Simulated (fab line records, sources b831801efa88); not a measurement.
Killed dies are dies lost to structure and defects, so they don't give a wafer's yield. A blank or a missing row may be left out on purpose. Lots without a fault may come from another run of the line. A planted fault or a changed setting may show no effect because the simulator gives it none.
Chamber matching | flow sfq_line | SFQ_TRILAYER_I3_DEP_PECVD_081 on pecvd-03: 3 sister chambers
The step deposits SiO2 from SiH4/N2O, time 111.11 s, target thk 500 nm. 16 wafers are shown with their chamber, then 8 later ones without.

WAFERS WITH THEIR CHAMBER
wafer  | chamber | throttle_valve_pct (%) | heater_power_w (W)
L573.1 | 2       | 24.0                   | 78
L573.2 | 0       | 26.2                   | 89
L573.5 | 1       | 24.8                   | 80
L574.1 | 2       | 23.7                   | 82
L574.4 | 0       | 26.1                   | 107
L574.5 | 2       | 23.6                   | 86
L575.2 | 2       | 23.8                   | 74
L575.3 | 1       | 24.8                   | 80
L575.4 | 0       | 26.4                   | 101
L577.3 | 1       | 24.7                   | 75
L577.4 | 0       | 26.4                   | 102
L577.5 | 2       | 24.1                   | 71
L582.3 | 1       | 24.9                   | 84
L582.4 | 0       | 26.2                   | 87
L582.5 | 2       | 24.1                   | 80
L583.4 | 0       | 26.6                   | 101

SIGNATURES (means of the wafers above)
reading            | chamber 0 | chamber 1 | chamber 2 | scatter within a chamber
throttle_valve_pct | 26.317    | 24.800    | 23.883    | 0.179
heater_power_w     | 97.83     | 79.75     | 78.50     | 6.23
Rule: a wafer's distance from a chamber is the root of the sum, over the readings, of the square of ((its reading less the chamber's mean) divided by the reading's scatter). The wafer belongs to the nearest chamber; if the next one is less than 2 further off, it can't be placed. The scatter: the root of (the sum of the squares of (reading less its chamber's mean) over the shown wafers, divided by (wafers less chambers)).

WAFERS WITHOUT THEIR CHAMBER
wafer  | throttle_valve_pct (%) | heater_power_w (W)
L583.5 | 24.7                   | 88
L583.6 | 23.9                   | 79
L585.4 | 24.0                   | 84
L585.5 | 26.1                   | 83
L585.6 | 24.9                   | 82
L587.1 | 24.7                   | 76
L587.2 | 26.4                   | 100
L587.3 | 24.1                   | 86

WHICH CHAMBER EACH WENT THROUGH
wafer  | from the rows above | in truth
L583.5 | 1                   | 1
L583.6 | 2                   | 2
L585.4 | 2                   | 2
L585.5 | 0                   | 0
L585.6 | 1                   | 1
L587.1 | 1                   | 1
L587.2 | 0                   | 0
L587.3 | 2                   | 2
Placed correctly: 8 of 8. Can't be placed from these rows: 0. Placed wrongly: 0.
